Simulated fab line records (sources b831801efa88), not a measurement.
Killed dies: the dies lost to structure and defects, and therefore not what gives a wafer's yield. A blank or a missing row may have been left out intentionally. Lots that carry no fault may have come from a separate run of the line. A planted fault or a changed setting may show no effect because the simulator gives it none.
Split-lot experiment    flow gf180mcu    5 lots, 23 wafers read, on a route of 602 steps

THE SPLIT
At GF_M4_SPUTTER_03 (material Ti, target thk 10 nm, time 6.7 s), the setting time_s was moved away from the recipe's 6.7 s on 5 of the 23 wafers read, by -14.4% to -3.9%. All remaining wafers had this setting at the recipe value.

The split's own step is where the reading is taken.

THE READING
Ti_of_M4_SPUTTER_03.thk_nm (the simulator's own value, which no gauge read), in nm, at GF_M4_SPUTTER_03 (material Ti, target thk 10 nm, time 6.7 s). No usual value for it is given in the file. Here, 18 wafers ran the recipe; their average is 9.959 nm with a standard deviation of 0.14 nm.

wafer   tool, chamber at the split  time_s as run, s  against the recipe  Ti_of_M4_SPUTTER_03.thk_nm, nm  against lot-mates on the recipe
L074.2  pvd_sputter-01, -           6.7               recipe              9.827                           -
L074.4  pvd_sputter-01, -           6.7               recipe              9.842                           -
L074.6  pvd_sputter-01, -           6.7               recipe              9.894                           -
L076.1  pvd_sputter-01, -           6.437             -3.9%               9.664                           -0.366
L076.2  pvd_sputter-01, -           6.7               recipe              10.05                           -
L076.3  pvd_sputter-01, -           6.437             -3.9%               9.604                           -0.426
L076.5  pvd_sputter-01, -           6.437             -3.9%               9.669                           -0.361
L076.6  pvd_sputter-01, -           6.7               recipe              10.01                           -
L077.1  pvd_sputter-01, -           6.7               recipe              10.13                           -
L077.3  pvd_sputter-01, -           6.7               recipe              10.12                           -
L077.4  pvd_sputter-01, -           6.7               recipe              10.1                            -
L077.5  pvd_sputter-01, -           6.7               recipe              10.16                           -
L077.6  pvd_sputter-01, -           6.7               recipe              10.18                           -
L081.2  pvd_sputter-03, -           5.736             -14.4%              8.559                           -1.392
L081.3  pvd_sputter-03, -           5.736             -14.4%              8.507                           -1.444
L081.4  pvd_sputter-03, -           6.7               recipe              9.921                           -
L081.5  pvd_sputter-03, -           6.7               recipe              10.03                           -
L081.6  pvd_sputter-03, -           6.7               recipe              9.902                           -
L084.1  pvd_sputter-03, -           6.7               recipe              9.879                           -
L084.2  pvd_sputter-03, -           6.7               recipe              9.747                           -
L084.3  pvd_sputter-03, -           6.7               recipe              9.878                           -
L084.4  pvd_sputter-03, -           6.7               recipe              9.865                           -
L084.5  pvd_sputter-03, -           6.7               recipe              9.732                           -

FIT RESULTS
A straight line over all 23 wafers: Ti_of_M4_SPUTTER_03.thk_nm changes by +0.0979 nm for each +1% of time_s; r = +0.96; the points scatter about the line by 0.13 nm.
The same after taking each lot's own level away (the mean of its wafers on the recipe; 23 wafers): +0.0985 nm for each +1%; r = +0.99; scatter 0.045 nm.
According to that fit, moving time_s by its largest amount changes the reading by 1.4 nm.
The lots' own levels span 9.8202 to 10.1380 nm, that is 2.3 times the standard deviation above.
Consequently the slope shifts little with the lot-to-lot level, the two slopes agreeing.
Check: with one of the wafers moved furthest among these (-14.4%) left out of the fit, the line predicts -1.44 nm for it against its lot-mates. It came out at -1.39 nm against them.

ADDITIONAL SPLITS CARRIED BY THESE WAFERS
Other splits were also applied to these wafers ahead of the reading. Each is held against what the fit with the lots' levels taken away leaves over:
other split on the same wafers        wafers away from the commonest value  r with Ti_of_M4_SPUTTER_03.thk_nm (lot level and that fit taken away)
GF_V3_CVD_00 sih4_flow_sccm           5                                     -0.29
GF_V3_SPUTTER_21 chamber_pressure_pa  15                                    -0.01
GF_V3_CVD_23 pressure_torr            15                                    -0.01

FILE'S OWN FIT
Ti_of_M4_SPUTTER_03.thk_nm changes by +0.0987 nm for each +1% of time_s, r = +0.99.
